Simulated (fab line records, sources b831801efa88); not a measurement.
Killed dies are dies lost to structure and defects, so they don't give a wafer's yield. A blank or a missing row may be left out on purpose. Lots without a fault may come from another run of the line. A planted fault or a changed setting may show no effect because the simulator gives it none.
Chamber matching | flow gf180mcu | GF_POLY_GATE_ETCH_12 on rie_diel-04: 4 sister chambers
The step etches BARC in N2/H2. 8 wafers are shown with their chamber, then 7 later ones without.

WAFERS WITH THEIR CHAMBER
wafer  | chamber | drypump_motor_current_A (A) | throttle_valve_pct (%)
L078.1 | 1       | 5.6                         | 13.223
L082.2 | 2       | 6.1                         | 13.207
L082.4 | 0       | 6.0                         | 13.220
L082.5 | 2       | 6.1                         | 13.232
L083.2 | 1       | 5.7                         | 13.220
L083.6 | 3       | 5.8                         | 13.209
L085.1 | 3       | 5.7                         | 13.212
L085.3 | 0       | 6.0                         | 13.201

WAFERS WITHOUT THEIR CHAMBER
wafer  | drypump_motor_current_A (A) | throttle_valve_pct (%)
L085.6 | 6.0                         | 13.211
L096.2 | 5.7                         | 13.211
L096.4 | 6.1                         | 13.225
L096.5 | 5.6                         | 13.203
L097.1 | 6.0                         | 13.201
L097.2 | 5.8                         | 13.222
L097.6 | 5.7                         | 13.212

WHICH CHAMBER EACH WENT THROUGH
wafer  | from the rows above     | in truth
L085.6 | 0                       | 0
L096.2 | can't be placed: 3 or 1 | 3
L096.4 | can't be placed: 2 or 0 | 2
L096.5 | can't be placed: 1 or 3 | 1
L097.1 | can't be placed: 0 or 2 | 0
L097.2 | can't be placed: 3 or 1 | 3
L097.6 | can't be placed: 3 or 1 | 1
Placed correctly: 1 of 7. Can't be placed from these rows: 6 (the true chamber is among the candidates in 6). Placed wrongly: 0.
How it was worked out, from the rows above alone: a wafer's distance from a chamber is the root of the sum, over the readings, of the square of ((its reading less the chamber's mean) divided by the reading's scatter). The wafer belongs to the nearest chamber; if the next one is less than 2 further off, it can't be placed. A chamber's mean is the mean of its shown wafers. The scatter: the root of (the sum of the squares of (reading less its chamber's mean) over the shown wafers, divided by (wafers less chambers)).
